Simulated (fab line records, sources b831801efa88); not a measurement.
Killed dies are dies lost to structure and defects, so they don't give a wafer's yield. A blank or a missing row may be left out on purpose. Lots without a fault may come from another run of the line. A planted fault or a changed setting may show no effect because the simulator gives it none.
fab line records | flow sky130
record lots=5 wafers=15 last_day=50
route steps=708 shown METAL3@561 VIA3@573 PAD_OPEN@708
lots that met no fault: from a run of the same line without faults
start_h: hours from the record's first day to the start of the lot's first wafer shown | wait_h: hours since the lot's step before | " the same as in the row above | L1.1+2: a row that stands for several wafers | - no value, or no start given | * or withheld: withheld | < > ~ a bound
route shown NAME@n: a module of which the file shows steps, and the number in the route of the first | usual: mean/standard deviation of fault-free wafers | same: alike in all rows | chamber/n: place in a boat | sites: the reading at each site | _std_site: their standard deviation | _edge_site: outer sites' mean less inner sites' | radius_mm: how far each site lies from the wafer's centre | mask NAME#n: copy n | behind: the tool/chamber that last shaped the wafer | hold: why the lot was held/for how many hours/how that ended | device: the transistor (n, p or np) that didn't switch | end of line: the same wafers' tests at the end of the route | a step without rows: its recipe alone | killed: dies lost to structure and defects at the first sort, not the wafer's yield | map: a wafer's dies, x killed, . not, _ none there
set.NAME: the setting as run; set.NAME@STEP: as run at that earlier step | model.NAME: the simulator's own value behind a step, which no gauge read
lots at some steps of the route; a table a step, a row a wafer
services: from which hour (start_h, from the record's first day; less than 0 if before it) a tool's chamber was out of use, for how many hours, and why
## steps
# step SKY_METAL3_PEB_11
# recipe peb_temp_c=withheld peb_time_s=withheld resist=KrF-thick
# step SKY_METAL3_DEVELOP_12
# recipe develop_time_s=60 resist=KrF-thick dev_temp_c=21
# step SKY_METAL3_CD_MEAS_13
# recipe target_cd_nm=300
# usual cd_nm=300.1/1.4
# columns lot.wafer tool chamber start_h wait_h cd_nm
L779.1 cd_sem-01 - 954.24 - 297.2
L779.3 " - " " 298.1
L779.6 " - " " 296.4
L783.2 cd_sem-02 - 981.84 - 298.5
L783.5 " - " " 298.8
L783.6 " - " " 298.6
L788.1 cd_sem-01 - 1019.99 - 300.1
L788.2 " - " " 299.6
L788.5 " - " " 300.4
L790.2 cd_sem-02 - 1027.31 - 300.9
L790.5 " - " " 300.2
L790.6 " - " " 299.7
L792.2 cd_sem-01 - 1046.51 - 299.6
L792.3 " - " " 299.7
L792.6 " - " " 299.1
# step SKY_METAL3_OVL_MEAS_14
# usual METAL3_OVL=3/4.7
# columns lot.wafer tool chamber start_h wait_h METAL3_OVL[nm]
L779.1 overlay-02 - 954.36 0.1 4
L779.3 " - " " 2
L779.6 " - " " 3
L783.2 overlay-01 - 981.95 0.1 -3
L783.5 " - " " -13
L783.6 " - " " -5
L788.1 overlay-01 - 1020.11 0.1 5
L788.2 " - " " 7
L788.5 " - " " 5
L790.2 overlay-02 - 1027.42 0.1 6
L790.5 " - " " 4
L790.6 " - " " -3
L792.2 overlay-01 - 1046.61 0.1 1
L792.3 " - " " 2
L792.6 " - " " 2
# step SKY_METAL3_DESCUM_15
# recipe chemistry=O2 source_power_w=150 bias_power_w=0 pressure_mtorr=10 temp_c=40 time_s=8
# usual drypump_motor_current_A=5.6/0.32 he_backside_leak_sccm=3.29/0.2 oes_product_au=1.003/0.015
# columns lot.wafer tool chamber start_h wait_h drypump_motor_current_A he_backside_leak_sccm oes_product_au rf_hours_counter_h
L779.1 rie_metal-02 0 954.39 0.0 5.5 3.54 0.999 5
L779.3 " 0 " " 5.4 3.71 1.005 -
L779.6 " 1 " " 5.8 3.14 1.012 -
L783.2 rie_metal-02 1 981.98 0.0 5.8 3.00 1.021 9
L783.5 " 1 " " 5.8 3.02 1.025 -
L783.6 " 0 " " 5.5 3.54 1.009 -
L788.1 rie_metal-01 1 1020.15 0.0 5.4 3.32 0.982 11
L788.2 " 0 " " 5.6 3.32 1.002 17
L788.5 " 0 " " 5.6 3.24 0.997 -
L790.2 rie_metal-02 0 1027.45 0.0 5.5 3.52 1.006 9
L790.5 " 1 " " 5.7 3.03 1.010 -
L790.6 " 0 " " 5.5 3.50 1.009 -
L792.2 rie_metal-01 1 1046.64 0.0 5.4 3.49 0.975 13
L792.3 " 1 " " 5.4 3.54 0.971 -
L792.6 " 1 " " 5.4 3.63 0.967 -
# step SKY_METAL3_ETCH_16
# recipe chemistry=N2/H2 target=BARC ion_energy_ev=200 bias_w=100 pressure_mtorr=30 n2_flow_sccm=100 h2_flow_sccm=200 icp_w=500 stop_on=SiO2 time_s=88.2 target_depth_a=600
# usual drypump_motor_current_A=5.6/0.32 he_backside_leak_sccm=3.29/0.21 oes_product_au=0.626/0.0042 throttle_valve_pct=13.204/0.0091
# columns lot.wafer tool chamber start_h wait_h drypump_motor_current_A he_backside_leak_sccm oes_product_au rf_hours_counter_h throttle_valve_pct
L779.1 rie_metal-02 0 954.42 0.0 5.5 3.50 0.621 5 13.194
L779.3 " 0 " " 5.5 3.67 0.628 - 13.211
L779.6 " 1 " " 5.8 2.91 0.623 - 13.193
L783.2 rie_metal-02 1 982.01 0.0 5.8 3.10 0.626 9 13.201
L783.5 " 1 " " 5.8 3.00 0.620 - 13.190
L783.6 " 0 " " 5.5 3.55 0.627 - 13.203
L788.1 rie_metal-01 1 1020.18 0.0 5.4 3.39 0.633 11 13.218
L788.2 " 0 " " 5.6 3.32 0.626 17 13.195
L788.5 " 0 " " 5.6 3.37 0.623 - 13.208
L790.2 rie_metal-02 0 1027.48 0.0 5.5 3.50 0.625 9 13.189
L790.5 " 1 " " 5.8 3.11 0.628 - 13.206
L790.6 " 0 " " 5.5 3.42 0.627 - 13.204
L792.2 rie_metal-01 1 1046.68 0.0 5.4 3.29 0.630 13 13.207
L792.3 " 1 " " 5.4 3.42 0.627 - 13.217
L792.6 " 1 " " 5.4 3.42 0.632 - 13.213
# step SKY_METAL3_ETCH_17
# recipe target=SiO2 stop_on=TiN chemistry=C4F8/O2/Ar source_w=1500 bias_w=1200 pressure_mtorr=40 c4f8_flow_sccm=withheld O2_flow_sccm=6 Ar_flow_sccm=300 time_s=3.9 target_depth_a=150
# usual oes_product_au=0.757/0.0073
# columns lot.wafer tool chamber start_h wait_h oes_product_au rf_hours_counter_h
L779.1 rie_diel-01 1 954.52 0.1 0.759 10
L779.3 " 3 " " 0.753 14
L779.6 " 0 " " 0.764 -
L783.2 rie_diel-02 2 982.11 0.1 0.761 18
L783.5 " 3 " " 0.765 -
L783.6 " 2 " " 0.749 -
L788.1 rie_diel-03 2 1020.28 0.1 0.751 17
L788.2 " 0 " " 0.755 15
L788.5 " 3 " " 0.745 -
L790.2 rie_diel-03 3 1027.58 0.1 0.753 15
L790.5 " 0 " " 0.765 -
L790.6 " 3 " " 0.761 -
L792.2 rie_diel-02 3 1046.77 0.1 0.751 22
L792.3 " 1 " " 0.754 20
L792.6 " 0 " " 0.760 -
# step SKY_METAL3_METAL_ETCH_18
# recipe target_depth_a=8450 stop_on=SiO2 over_etch_frac=0.3 time_s=183.1 chemistry=Cl2/BCl3 resist_sidewall_deg=88 pressure_mtorr=10 icp_w=900 bias_w=48.5 Cl2_flow_sccm=60 bcl3_flow_sccm=30
# usual drypump_motor_current_A=5.6/0.35 he_backside_leak_sccm=3.29/0.2 oes_product_au=0.866/0.0064 throttle_valve_pct=22.265/0.0093
# same over_etch_frac=0.3
# columns lot.wafer tool chamber start_h wait_h drypump_motor_current_A he_backside_leak_sccm oes_product_au rf_hours_counter_h throttle_valve_pct
L779.1 rie_metal-03 1 954.54 0.0 6.1 3.29 0.859 19 22.258
L779.3 " 1 " " 6.1 3.30 0.866 - 22.264
L779.6 " 0 " " 5.0 3.62 0.865 - 22.263
L783.2 rie_metal-03 0 982.13 0.0 5.0 3.09 0.869 6 22.279
L783.5 " 0 " " 5.0 3.13 0.869 - 22.249
L783.6 " 1 " " 6.2 3.23 0.855 - 22.270
L788.1 rie_metal-02 1 1020.30 0.0 5.8 3.10 0.863 11 22.277
L788.2 " 0 " " 5.5 3.69 0.865 8 22.255
L788.5 " 1 " " 5.8 3.12 0.857 - 22.277
L790.2 rie_metal-03 1 1027.60 0.0 6.2 3.26 0.885 23 22.252
L790.5 " 1 " " 6.2 3.14 0.877 - 22.257
L790.6 " 0 " " 5.0 3.03 0.871 - 22.260
L792.2 rie_metal-03 0 1046.79 0.0 5.0 3.05 0.854 11 22.260
L792.3 " 0 " " 5.0 3.01 0.851 - 22.261
L792.6 " 0 " " 5.0 3.00 0.869 - 22.263
# step SKY_METAL3_STRIP_19
# recipe chemistry=O2/N2 power_w=1400 pressure_mtorr=1500 platen_temp_c=withheld o2_flow_sccm=3000 n2_flow_sccm=300 overash_fraction=0.5
# step SKY_METAL3_STRIP_20
# recipe chemistry=post_etch_residue_remover time_s=1200 temp_c=72.5
# step SKY_METAL3_CLEAN_21
# recipe chemistry=IPA time_s=180 temp_c=25
# step SKY_METAL3_CLEAN_22
# recipe chemistry=O3/DIW dry=n2_spin
# step SKY_VIA3_HDPCVD_00
# recipe material=SiO2 target_thk_nm=1635 sigma_open_frac=0.3 time_s=272.5 temp_c=400 sih4_flow_sccm=60 pressure_mtorr=6
# usual sih4_flow_sccm=60.05/0.19
# columns lot.wafer tool chamber start_h wait_h sih4_flow_sccm model.SiO2_of_VIA3_HDPCVD_00.thk_nm
L779.1 hdpcvd-01 0 955.31 0.0 59.96 1624
L779.3 " 2 " " 60.28 1627
L779.6 " 2 " " 60.50 1643
L783.2 hdpcvd-02 1 982.90 0.0 60.07 1640
L783.5 " 0 " " 59.69 1675
L783.6 " 1 " " 59.58 1650
L788.1 hdpcvd-01 0 1021.15 0.0 71.98 1957
L788.2 " 1 " " 60.44 1644
L788.5 " 1 " " 60.49 1626
L790.2 hdpcvd-02 2 1028.40 0.0 60.37 1653
L790.5 " 2 " " 60.21 1643
L790.6 " 1 " " 60.15 1632
L792.2 hdpcvd-02 1 1047.56 0.0 59.75 1654
L792.3 " 2 " " 60.06 1646
L792.6 " 0 " " 60.20 1682
# step SKY_VIA3_THK_MEAS_01
# recipe reads=SiO2_of_VIA3_HDPCVD_00
# usual VIA3_HDPCVD_THK=1648/17
# columns lot.wafer tool chamber start_h wait_h VIA3_HDPCVD_THK[nm]
L779.1 film_metro-03 - 955.48 0.1 1624
L779.3 " - " " 1628
L779.6 " - " " 1642
L783.2 film_metro-04 - 983.07 0.1 1640
L783.5 " - " " 1676
L783.6 " - " " 1650
L788.1 film_metro-02 - 1021.32 0.1 1956
L788.2 " - " " 1644
L788.5 " - " " 1625
L790.2 film_metro-04 - 1028.58 0.1 1653
L790.5 " - " " 1642
L790.6 " - " " 1632
L792.2 film_metro-03 - 1047.74 0.1 1655
L792.3 " - " " 1646
L792.6 " - " " 1683
# step SKY_VIA3_CMP_02
# recipe material=SiO2 down_force_psi=4 platen_rpm=60 pad_velocity_m_s=0.94248
# usual motor_current_A=12.0/1.3
# columns lot.wafer tool chamber start_h wait_h motor_current_A
L779.3 cmp-01 3 955.59 0.1 10.2
L779.1 " 1 " " 11.3
L779.6 " 3 " " 10.3
L783.2 cmp-01 2 983.12 0.0 10.4
L783.5 " 2 " " 10.6
L783.6 " 3 " " 10.6
L788.2 cmp-02 3 1021.38 0.0 15.1
L788.1 " 2 " " 12.9
L788.5 " 0 " " 13.8
L790.2 cmp-02 0 1028.63 0.0 14.3
L790.5 " 0 " " 13.3
L790.6 " 1 " " 12.0
L792.3 cmp-01 0 1047.89 0.1 12.0
L792.2 " 1 " " 11.7
L792.6 " 3 " " 11.0
# step SKY_PAD_OPEN_PROBE_99
# usual defect_limited_yield=81.9/2 killed_at_M0_to_M3=43/6.5 killed_at_M4_up=3.2/1.8 killed_at_contacts=26/5.2 killed_at_front_end=16/4.8 killed_at_other=0.3/0.6 killed_dies=89/9.6 killed_open=48/7.1 killed_short=40/6.4 sort_bin_3_pad_short=0.9/0.37 sort_bin_5_function=10.7/1.4 sort_bin_6_memory=6.5/1.2 sort_n_pass=403/9.6 sort_yield_pct=81.9/2
# same gross_dies=492 killed_at_back_side=0 sort_bin_4_leakage[%]=0 sort_bin_8_speed[%]=0
# columns lot.wafer tool chamber start_h wait_h defect_limited_yield[%] killed_at_M0_to_M3 killed_at_M4_up killed_at_contacts killed_at_front_end killed_at_other killed_dies killed_open killed_short sort_bin_3_pad_short[%] sort_bin_5_function[%] sort_bin_6_memory[%] sort_n_pass sort_yield_pct[%]
L790.2 prober-02 - 1177.21 0.1 82.3 39 4 30 14 0 87 43 43 0.4 10.6 6.7 405 82.3
L790.5 prober-02 - 1177.36 0.2 77.4 52 4 32 23 0 111 62 48 1.2 12.2 9.1 381 77.4
L790.6 prober-02 - 1177.41 0.2 80.3 44 1 28 24 0 97 53 44 0.8 11.2 7.7 395 80.3
# killed by level:class
L790.2 VIA1:geometric_particle:open=13 CONTACT:geometric_particle:open=8 VIA3:geometric_particle:short=7 LOCAL_INTERCONNECT:geometric_particle:short=6 LI_CONTACT:geometric_particle:short=5 CONTACT:geometric_particle:short=5 METAL1:geometric_particle:short=5 VIA2:geometric_particle:open=4
L790.5 CONTACT:geometric_particle:open=11 LI_CONTACT:geometric_particle:open=10 VIA2:geometric_particle:open=10 VIA1:geometric_particle:open=9 VIA3:geometric_particle:open=7 FIELD_ISO:geometric_particle:short=6 POLY_GATE:geometric_particle:open=6 METAL1:geometric_particle:short=6
L790.6 VIA1:geometric_particle:open=11 FIELD_ISO:geometric_particle:open=11 METAL2:geometric_particle:short=9 VIA3:geometric_particle:open=8 CONTACT:geometric_particle:short=7 LI_CONTACT:geometric_particle:open=6 LOCAL_INTERCONNECT:geometric_particle:short=6 FIELD_ISO:geometric_particle:short=5
## services
# columns tool chamber start_h hours kind
cmp-02 - 941.99 5.3 pm
hdpcvd-02 - 950.25 15.0 pm
hdpcvd-02 0 950.25 15.0 vent_cycle
hdpcvd-02 1 950.25 15.0 vent_cycle
hdpcvd-02 2 950.25 15.0 vent_cycle
hdpcvd-01 - 957.72 0.5 repair
hdpcvd-02 0 965.25 - clean
hdpcvd-02 1 965.25 - clean
hdpcvd-02 2 965.25 - clean
cmp-01 - 966.31 6.5 pm
rie_diel-02 1 969.98 3.9 repair
cmp-02 - 973.02 6.3 pm
rie_diel-01 2 976.43 15.6 repair
cmp-01 - 999.58 1.9 repair
cmp-02 - 1006.54 0.9 repair
cmp-01 - 1014.91 2.5 repair
cmp-01 - 1023.99 0.9 repair
rie_diel-03 2 1026.15 22.1 repair
## key
first_sign step=SKY_VIA3_HDPCVD_00 reading=sih4_flow_sccm direction=up sigmas=64 usual=60.05 struck=71.98
effect step=SKY_VIA3_THK_MEAS_01 reading=VIA3_HDPCVD_THK direction=up sigmas=18 usual=1648 struck=1956
model_effect step=SKY_VIA3_HDPCVD_00 value=SiO2_of_VIA3_HDPCVD_00.thk_nm without=1630 struck=1957
met_at SKY_VIA3_HDPCVD_00
struck_wafers L788.1
onset_between 955.31 1021.15
fault kind=process_parameter_drift tool=hdpcvd-01 chamber=0 onset_h=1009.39 steps=SKY_VIA3_HDPCVD_00 channel=sih4_flow_sccm offset=12 shape=step end_h=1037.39 acts_in=these_recipes_only stated=60
